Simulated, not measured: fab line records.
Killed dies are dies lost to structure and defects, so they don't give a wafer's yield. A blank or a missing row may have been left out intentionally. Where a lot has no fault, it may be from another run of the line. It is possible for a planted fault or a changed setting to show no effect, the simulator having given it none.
Which tool was responsible? | flow sky130 | Sampling: 13 lots, 39 wafers, 5 of 708 route steps

WHAT THE GAUGES SHOWED, per wafer
SKY_NWELL_THK_MEAS_02. Usual: NWELL_OXIDATION_THK typically reads 9.98 nm, with standard deviation 0.22.
lot  | measured    | on            | NWELL_OXIDATION_THK (nm) | flag
L860 | day 2 13:11 | film metro-04 | 10.17 9.98 9.94          |
L861 | day 2 16:46 | film metro-04 | 9.81 9.77 9.77           |
L862 | day 3 00:01 | film metro-03 | 9.69 9.79 9.65           |
L866 | day 4 06:38 | film metro-02 | 10.09 10.16 9.99         |
L867 | day 4 06:38 | film metro-03 | 9.88 9.66 9.91           |
L868 | day 4 16:19 | film metro-04 | 9.87 9.83 9.95           |
L877 | day 6 07:15 | film metro-04 | 10.29 10.18 10.21        |
L878 | day 6 18:51 | film metro-03 | 10.18 10.23 10.09        |
L879 | day 6 18:52 | film metro-02 | 10.23 10.11 10.20        |
L880 | day 7 00:13 | film metro-02 | 9.73 9.66 9.66           |
L881 | day 7 00:30 | film metro-04 | 10.40 10.33 10.32        |
L882 | day 7 06:54 | film metro-04 | 10.14 10.27 10.14        |
L883 | day 7 12:43 | film metro-04 | 10.09 9.96 9.95          |

SKY_VT_ADJUST_LVTN_TW_MEAS_10. Usual: VT_ADJUST_LVTN_TW typically reads 241, with standard deviation 4.5.
lot  | measured     | on            | VT_ADJUST_LVTN_TW | flag
L860 | day 6 16:21  | film metro-02 | 249 250 250       |
L861 | day 6 23:03  | film metro-04 | 236 236 237       |
L862 | day 7 07:47  | film metro-01 | 241 242 239       |
L866 | day 8 21:41  | film metro-01 | 241 239 239       |
L867 | day 8 21:52  | film metro-04 | 238 237 237       |
L868 | day 9 09:49  | film metro-02 | 246 248 248       |
L877 | day 11 11:47 | film metro-02 | 249 247 247       |
L878 | day 12 04:39 | film metro-01 | 239 238 238       |
L879 | day 12 03:41 | film metro-04 | 238 238 238       |
L880 | day 12 10:30 | film metro-01 | 238 239 239       |
L881 | day 12 11:09 | film metro-04 | 238 238 238       |
L882 | day 12 20:46 | film metro-02 | 248 248 249       |
L883 | day 13 03:38 | film metro-04 | 237 237 238       |

SKY_VT_ADJUST_HVTR_CD_MEAS_07: the cd target is 380 nm. Usual: cd nm at 379.9 nm, with a standard deviation of 2.7.
lot  | measured     | on        | cd nm (nm)        | flag
L860 | day 9 03:31  | cd sem-02 | 380.3 377.3 378.2 |
L861 | day 9 11:01  | cd sem-01 | 384.7 383.4 383.5 |
L862 | day 9 22:02  | cd sem-02 | 379.0 379.4 377.7 |
L866 | day 11 16:36 | cd sem-01 | 357.7 371.2 347.2 | OFF
L867 | day 11 17:08 | cd sem-01 | 372.9 376.6 354.5 | OFF
L868 | day 12 07:38 | cd sem-01 | 383.2 383.2 381.4 |
L877 | day 14 15:22 | cd sem-01 | 380.9 383.6 381.2 |
L878 | day 15 11:14 | cd sem-01 | 382.9 379.5 380.0 |
L879 | day 15 08:37 | cd sem-02 | 383.1 381.9 380.9 |
L880 | day 15 17:18 | cd sem-01 | 379.8 380.2 378.8 |
L881 | day 15 19:09 | cd sem-02 | 378.1 378.8 377.2 |
L882 | day 16 03:40 | cd sem-02 | 378.7 377.5 379.6 |
L883 | day 16 13:30 | cd sem-01 | 378.5 378.7 379.6 |

SKY_LDD_P_OVL_MEAS_08. Usual: LDD_P_OVL typically reads -0.6 nm, with standard deviation 1.7.
lot  | measured     | on         | LDD_P_OVL (nm) | flag
L860 | day 18 14:25 | overlay-02 | 0.4 1.6 5.0    |
L861 | day 18 17:37 | overlay-01 | 1.5 1.1 0.2    |
L862 | day 19 13:43 | overlay-01 | -1.2 0.6 -0.9  |
L866 | day 21 17:21 | overlay-02 | 0.7 2.1 1.5    |
L867 | day 21 19:50 | overlay-01 | -1.5 -2.4 -1.6 |
L868 | day 22 11:48 | overlay-01 | -0.5 -1.5 -1.1 |
L877 | day 25 03:17 | overlay-01 | -2.7 -2.7 -1.8 |
L878 | day 26 01:50 | overlay-02 | 0.2 -1.5 0.7   |
L879 | day 25 22:55 | overlay-02 | 3.4 0.8 1.2    |
L880 | day 26 08:23 | overlay-01 | 0.2 0.1 2.5    |
L881 | day 26 14:29 | overlay-01 | -1.8 -0.1 -1.0 |
L882 | day 26 17:05 | overlay-02 | -1.1 -2.2 -2.3 |
L883 | day 27 06:35 | overlay-02 | 2.7 0.0 1.3    |

WHAT TOOL EACH LOT RAN ON (gives the tool, then ch and the chambers of the sampled wafers, and finally the start)
lot  | SKY_VT_ADJUST_HVTR_EXPOSE_04
L860 | iline stepper-01 ch 0, day 8 17:42
L861 | iline stepper-02 ch 0, day 9 00:40
L862 | iline stepper-02 ch 0, day 9 11:00
L866 | iline stepper-01 ch 0, day 11 04:29
L867 | iline stepper-01 ch 0, day 11 05:22
L868 | iline stepper-02 ch 0, day 11 19:50
L877 | iline stepper-02 ch 0, day 14 02:32
L878 | iline stepper-01 ch 0, day 14 21:02
L879 | iline stepper-02 ch 0, day 14 18:58
L880 | iline stepper-01 ch 0, day 15 03:55
L881 | iline stepper-02 ch 0, day 15 05:18
L882 | iline stepper-01 ch 0, day 15 13:41
L883 | iline stepper-02 ch 0, day 15 22:40
- SKY_VT_ADJUST_HVTR_EXPOSE_04: exposes mask HVTRM, target cd 380 nm.

WHAT THE TOOLS THEMSELVES READ (means of the sampled wafers that have a number; where no wafer has one, the mark that the record gives instead)
The record holds no such reading with a usual standard deviation.

THE ANSWER, worked out from the rows above alone
Rule: a lot is off if the mean of its wafers that have a number lies more than 3 standard deviations from the usual mean. Also off: a lot with no number at a reading for which 4 or more lots have one. Any other lot the step has rows for is counted as sound. After the gauges, taken in route order, come the tools' own readings; for these a lot's mean is taken, as printed above. At the first step where some lot is off, the reading lying furthest off is the one used; lots without a number count as furthest.
Off, at SKY_VT_ADJUST_HVTR_CD_MEAS_07 on cd nm: L866, L867.
If a tool, at a process step before that reading, ran all the lots that are off and no sound lot after the first of them, it fits. Those tools and the gauges at SKY_VT_ADJUST_HVTR_CD_MEAS_07 are tried in the same way. No candidate that was tried fits.

WHAT WAS PUT IN BY THE SIMULATOR
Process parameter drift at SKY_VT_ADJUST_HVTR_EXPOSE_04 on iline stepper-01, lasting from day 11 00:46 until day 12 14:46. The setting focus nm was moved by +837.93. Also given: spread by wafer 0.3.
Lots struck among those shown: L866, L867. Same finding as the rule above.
